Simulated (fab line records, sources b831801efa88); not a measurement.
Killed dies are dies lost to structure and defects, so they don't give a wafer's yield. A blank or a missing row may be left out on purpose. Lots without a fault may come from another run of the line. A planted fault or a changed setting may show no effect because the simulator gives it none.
fab line records | flow sky130
record lots=6 wafers=18 last_day=50
route steps=708 shown LDD_P@261 LDD_HVN@267 PAD_OPEN@708
lots that met no fault: from a run of the same line without faults
start_h: hours from the record's first day to the start of the lot's first wafer shown | wait_h: hours since the lot's step before | " the same as in the row above | L1.1+2: a row that stands for several wafers | - no value, or no start given | * or withheld: withheld | < > ~ a bound
route shown NAME@n: a module of which the file shows steps, and the number in the route of the first | usual: mean/standard deviation of fault-free wafers | same: alike in all rows | chamber/n: place in a boat | sites: the reading at each site | _std_site: their standard deviation | _edge_site: outer sites' mean less inner sites' | radius_mm: how far each site lies from the wafer's centre | mask NAME#n: copy n | behind: the tool/chamber that last shaped the wafer | hold: why the lot was held/for how many hours/how that ended | device: the transistor (n, p or np) that didn't switch | end of line: the same wafers' tests at the end of the route | a step without rows: its recipe alone | killed: dies lost to structure and defects at the first sort, not the wafer's yield | map: a wafer's dies, x killed, . not, _ none there
set.NAME: the setting as run; set.NAME@STEP: as run at that earlier step | model.NAME: the simulator's own value behind a step, which no gauge read
lots at some steps of the route; a table a step, a row a wafer
services: from which hour (start_h, from the record's first day; less than 0 if before it) a tool's chamber was out of use, for how many hours, and why
## steps
# step SKY_LDD_P_DEVELOP_06
# recipe resist=NOVOLAK developer=TMAH develop_time_s=60 dev_temp_c=23
# step SKY_LDD_P_CD_MEAS_07
# recipe target_cd_nm=380
# usual cd_nm=380.5/2
# columns lot.wafer tool chamber start_h wait_h cd_nm
L144.2 cd_sem-01 - 431.64 0.1 378.2
L144.5 " - " " 379.2
L144.6 " - " " 379.0
L152.1 cd_sem-02 - 514.35 0.1 383.8
L152.2 " - " " 384.1
L152.4 " - " " 381.8
L159.1 cd_sem-02 - 570.12 0.1 380.3
L159.3 " - " " 379.6
L159.6 " - " " 380.8
L162.3 cd_sem-01 - 598.38 0.1 380.6
L162.4 " - " " 382.4
L162.6 " - " " 379.0
L164.2 cd_sem-02 - 618.61 0.1 383.5
L164.4 " - " " 381.9
L164.5 " - " " 383.3
L166.3 cd_sem-02 - 648.23 0.1 381.6
L166.5 " - " " 380.0
L166.6 " - " " 382.0
# step SKY_LDD_P_OVL_MEAS_08
# usual LDD_P_OVL=0.4/1.4
# columns lot.wafer tool chamber start_h wait_h LDD_P_OVL[nm]
L144.2 overlay-01 - 431.74 0.1 -0.3
L144.5 " - " " 1.6
L144.6 " - " " 3.1
L152.1 overlay-01 - 514.47 0.1 0.2
L152.2 " - " " -0.2
L152.4 " - " " 0.8
L159.1 overlay-02 - 570.24 0.1 0.1
L159.3 " - " " -0.7
L159.6 " - " " -0.6
L162.3 overlay-01 - 598.47 0.1 -1.0
L162.4 " - " " 1.0
L162.6 " - " " 0.4
L164.2 overlay-01 - 618.71 0.1 -1.4
L164.4 " - " " 0.8
L164.5 " - " " 1.5
L166.3 overlay-01 - 648.32 0.1 0.9
L166.5 " - " " 2.3
L166.6 " - " " 2.1
# step SKY_LDD_P_IMPLANT_09
# recipe species=BF2 energy_kev=25 dose_cm2=1e+13 tilt_deg=withheld
# step SKY_LDD_P_STRIP_10
# recipe chemistry=O2/N2 power_w=1400 pressure_mtorr=1500 platen_temp_c=withheld o2_flow_sccm=3000 n2_flow_sccm=300 overash_fraction=0.5
# usual drypump_motor_current_A=6.0/0.4 oes_product_au=0.715/0.0041 strip_time_to_endpoint_s=14.17/0.043
# columns lot.wafer tool chamber start_h wait_h drypump_motor_current_A oes_product_au rf_hours_counter_h strip_time_to_endpoint_s
L144.2 plasma_asher-04 0 431.92 0.1 6.7 0.716 61 14.19
L144.5 " 0 " " 6.7 0.710 - 14.23
L144.6 " 1 " " 5.7 0.719 - 14.24
L152.1 plasma_asher-04 1 514.65 0.1 5.8 0.714 69 14.10
L152.2 " 0 " " 6.6 0.709 69 14.15
L152.4 " 1 " " 5.8 0.722 - 14.15
L159.1 plasma_asher-02 0 570.42 0.1 5.9 0.711 43 14.22
L159.3 " 0 " " 5.9 0.712 - 14.19
L159.6 " 0 " " 5.9 0.709 - 14.18
L162.3 plasma_asher-04 1 598.68 0.1 5.7 0.715 - 14.15
L162.4 " 0 " " 6.6 0.717 - 14.16
L162.6 " 0 " " 6.6 0.717 - 14.25
L164.2 plasma_asher-02 1 618.89 0.1 5.5 0.714 48 14.21
L164.4 " 0 " " 5.9 0.716 - 14.17
L164.5 " 0 " " 5.9 0.717 - 14.18
L166.3 plasma_asher-02 1 648.53 0.1 5.5 0.712 - 14.15
L166.5 " 0 " " 5.9 0.706 - 14.16
L166.6 " 1 " " 5.5 0.714 - 14.10
# step SKY_LDD_P_TW_MEAS_11
# usual LDD_P_TW=634/7.2
# columns lot.wafer tool chamber start_h wait_h LDD_P_TW
L144.2 film_metro-03 - 432.03 0.1 641
L144.5 " - " " 643
L144.6 " - " " 643
L152.1 film_metro-01 - 514.75 0.1 625
L152.2 " - " " 627
L152.4 " - " " 625
L159.1 film_metro-02 - 570.52 0.1 638
L159.3 " - " " 639
L159.6 " - " " 639
L162.3 film_metro-01 - 598.76 0.1 627
L162.4 " - " " 625
L162.6 " - " " 626
L164.2 film_metro-01 - 619.00 0.1 633
L164.4 " - " " 632
L164.5 " - " " 629
L166.3 film_metro-02 - 648.61 0.1 638
L166.5 " - " " 638
L166.6 " - " " 637
# step SKY_LDD_HVN_DEHYDRATE_00
# recipe temp_c=200 time_s=60
# step SKY_LDD_HVN_HMDS_01
# recipe prime_time_s=60 prime_temp_c=120
# step SKY_LDD_HVN_COAT_02
# recipe resist=NOVOLAK spin_rpm=3000 resist_thk_nm=300
# step SKY_LDD_HVN_SOFTBAKE_03
# recipe temp_c=90 time_s=60 resist=NOVOLAK
# step SKY_LDD_HVN_EXPOSE_04
# recipe mask_id=HVNTM na=0.6 source_shape=conventional sigma_outer=0.6 polarization=unpolarized target_cd_nm=700 dose_mj=127
# step SKY_LDD_HVN_PEB_05
# recipe temp_c=withheld time_s=* resist=NOVOLAK
# step SKY_LDD_HVN_DEVELOP_06
# recipe resist=NOVOLAK developer=TMAH develop_time_s=60 dev_temp_c=23
# usual developer_temp_C=23.01/0.11
# same develop_time_s=60
# columns lot.wafer tool chamber start_h wait_h developer_temp_C
L144.2 litho_track-03 0 462.92 0.1 22.87
L144.5 " 0 " " 23.07
L144.6 " 0 " " 22.95
L152.1 litho_track-04 0 544.57 0.1 23.09
L152.2 " 0 " " 23.18
L152.4 " 0 " " 22.96
L159.1 litho_track-04 0 599.32 0.1 21.90
L159.3 " 0 " " 21.75
L159.6 " 0 " " 21.89
L162.3 litho_track-04 0 627.07 0.1 22.03
L162.4 " 0 " " 21.93
L162.6 " 0 " " 22.03
L164.2 litho_track-03 0 647.57 0.1 22.93
L164.4 " 0 " " 22.95
L164.5 " 0 " " 23.07
L166.3 litho_track-04 0 676.22 0.1 22.98
L166.5 " 0 " " 22.89
L166.6 " 0 " " 23.07
# step SKY_LDD_HVN_OVL_MEAS_07
# usual LDD_HVN_OVL=0.1/1.5
# columns lot.wafer tool chamber start_h wait_h LDD_HVN_OVL[nm]
L144.2 overlay-02 - 463.05 0.1 -0.7
L144.5 " - " " -0.3
L144.6 " - " " 0.1
L152.1 overlay-02 - 544.72 0.1 1.0
L152.2 " - " " 1.4
L152.4 " - " " 2.7
L159.1 overlay-01 - 599.47 0.1 1.4
L159.3 " - " " 1.3
L159.6 " - " " 0.4
L162.3 overlay-02 - 627.18 0.1 -1.2
L162.4 " - " " -0.1
L162.6 " - " " -1.7
L164.2 overlay-01 - 647.70 0.1 0.1
L164.4 " - " " -0.1
L164.5 " - " " 0.4
L166.3 overlay-02 - 676.33 0.1 0.9
L166.5 " - " " -1.9
L166.6 " - " " -0.4
# step SKY_PAD_OPEN_PROBE_99
# usual killed_at_M0_to_M3=44/7.2 killed_at_M4_up=3.4/2.1 killed_at_contacts=24/5.5 killed_at_front_end=15/4.6 killed_at_other=0.4/0.64 killed_dies=86/9.1 killed_open=47/7.5 killed_short=39/5.8
# same gross_dies=492 killed_at_back_side=0
# columns lot.wafer tool chamber start_h wait_h killed_at_M0_to_M3 killed_at_M4_up killed_at_contacts killed_at_front_end killed_at_other killed_dies killed_open killed_short
L152.1 prober-02 - 1128.76 0.1 53 3 27 11 0 94 57 37
L152.2 prober-02 - 1128.81 0.1 47 3 33 21 1 105 61 43
L152.4 prober-02 - 1128.91 0.2 45 3 21 7 0 76 39 37
L159.1 prober-01 - 1163.11 0.1 58 4 20 10 0 92 57 35
L159.3 prober-01 - 1163.21 0.2 45 1 20 22 0 88 47 41
L159.6 prober-01 - 1163.36 0.2 47 2 15 10 2 76 48 28
L162.3 prober-02 - 1181.26 0.2 46 2 26 23 0 97 58 38
L162.4 prober-02 - 1181.31 0.2 46 2 29 12 0 89 48 41
L162.6 prober-02 - 1181.41 0.2 34 2 34 22 1 93 41 50
L166.3 prober-01 - 1205.57 0.2 61 2 16 17 0 96 51 44
L166.5 prober-01 - 1205.67 0.2 48 4 18 21 0 91 62 29
L166.6 prober-01 - 1205.72 0.2 45 4 39 14 0 102 56 46
# killed by level:class
L152.1 VIA1:geometric_particle:open=17 CONTACT:geometric_particle:open=14 VIA3:geometric_particle:open=9 VIA1:geometric_particle:short=7 LI_CONTACT:geometric_particle:open=6 CONTACT:geometric_particle:short=5 VIA3:geometric_particle:short=4 METAL2:geometric_particle:short=4
L152.2 VIA1:geometric_particle:open=14 LI_CONTACT:geometric_particle:open=12 VIA2:geometric_particle:open=10 CONTACT:geometric_particle:open=8 METAL1:geometric_particle:short=8 POLY_GATE:geometric_particle:short=6 LI_CONTACT:geometric_particle:short=5 VIA3:geometric_particle:open=5
L152.4 VIA1:geometric_particle:open=13 METAL2:geometric_particle:short=7 CONTACT:geometric_particle:open=6 VIA3:geometric_particle:open=6 LI_CONTACT:geometric_particle:open=5 CONTACT:geometric_particle:short=5 METAL1:geometric_particle:short=5 VIA2:geometric_particle:open=4
L159.1 VIA1:geometric_particle:open=15 VIA2:geometric_particle:open=12 METAL2:geometric_particle:short=10 LI_CONTACT:geometric_particle:open=9 VIA3:geometric_particle:open=6 VIA1:geometric_particle:short=5 CONTACT:geometric_particle:open=4 METAL3:geometric_particle:short=4
L159.3 VIA1:geometric_particle:open=11 VIA2:geometric_particle:open=9 VIA1:geometric_particle:short=7 CONTACT:geometric_particle:open=7 FIELD_ISO:geometric_particle:short=6 FIELD_ISO:geometric_particle:open=5 POLY_GATE:geometric_particle:short=5 LI_CONTACT:geometric_particle:open=5
L159.6 VIA1:geometric_particle:open=13 VIA2:geometric_particle:open=13 VIA3:geometric_particle:open=6 CONTACT:geometric_particle:short=5 CONTACT:geometric_particle:open=5 FIELD_ISO:geometric_particle:open=3 METAL2:geometric_particle:short=3 VIA3:geometric_particle:short=3
L162.3 VIA1:geometric_particle:open=16 CONTACT:geometric_particle:open=10 FIELD_ISO:geometric_particle:open=8 LI_CONTACT:geometric_particle:open=6 LOCAL_INTERCONNECT:geometric_particle:short=6 METAL2:geometric_particle:short=6 VIA3:geometric_particle:open=5 VIA3:geometric_particle:short=5
L162.4 CONTACT:geometric_particle:open=13 METAL1:geometric_particle:short=9 VIA2:geometric_particle:open=8 METAL2:geometric_particle:short=6 LI_CONTACT:geometric_particle:open=5 LOCAL_INTERCONNECT:geometric_particle:short=5 FIELD_ISO:geometric_particle:open=4 METAL3:geometric_particle:short=4
L162.6 CONTACT:geometric_particle:open=10 LI_CONTACT:geometric_particle:open=8 LOCAL_INTERCONNECT:geometric_particle:short=8 METAL1:geometric_particle:short=8 FIELD_ISO:geometric_particle:open=6 VIA1:geometric_particle:short=6 CONTACT:geometric_particle:short=6 FIELD_ISO:geometric_particle:short=5
L166.3 VIA1:geometric_particle:open=16 METAL1:geometric_particle:short=10 CONTACT:geometric_particle:open=7 VIA3:geometric_particle:open=7 VIA2:geometric_particle:open=6 VIA1:geometric_particle:short=5 FIELD_ISO:geometric_particle:open=4 POLY_GATE:geometric_particle:open=4
L166.5 VIA2:geometric_particle:open=12 VIA1:geometric_particle:open=9 FIELD_ISO:geometric_particle:open=8 LI_CONTACT:geometric_particle:open=7 CONTACT:geometric_particle:open=6 VIA3:geometric_particle:open=5 METAL1:geometric_particle:short=5 POLY_GATE:geometric_particle:open=4
L166.6 CONTACT:geometric_particle:open=13 VIA3:geometric_particle:open=9 CONTACT:geometric_particle:short=8 VIA1:geometric_particle:open=8 METAL1:geometric_particle:short=8 VIA2:geometric_particle:open=7 FIELD_ISO:geometric_particle:open=6 LOCAL_INTERCONNECT:geometric_particle:short=6
## services
# columns tool chamber start_h hours kind
plasma_asher-02 - 496.06 3.6 repair
plasma_asher-02 - 540.31 3.8 repair
plasma_asher-04 - 542.36 5.1 repair
## key
first_sign step=SKY_LDD_HVN_DEVELOP_06 reading=developer_temp_C direction=down sigmas=10 usual=* struck=*
effect none on later readings
met_at SKY_LDD_HVN_DEVELOP_06
struck_wafers L159.1,L159.3,L159.6,L162.3,L162.4,L162.6
tester_left_out L159,L162
onset_between 544.57 599.32
fault kind=process_parameter_drift tool=litho_track-04 chamber=- onset_h=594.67 steps=SKY_LDD_HVN_DEVELOP_06 channel=dev_temp_c offset=* shape=step end_h=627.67 acts_in=* stated=*
# tester_left_out: of these lots the tester's yield and bins aren't shown, on N5 and GAA mostly nor the transistor test; their killed dies are dies lost to structure and defects alone, not to doping, threshold or leakage, so they don't give the yield
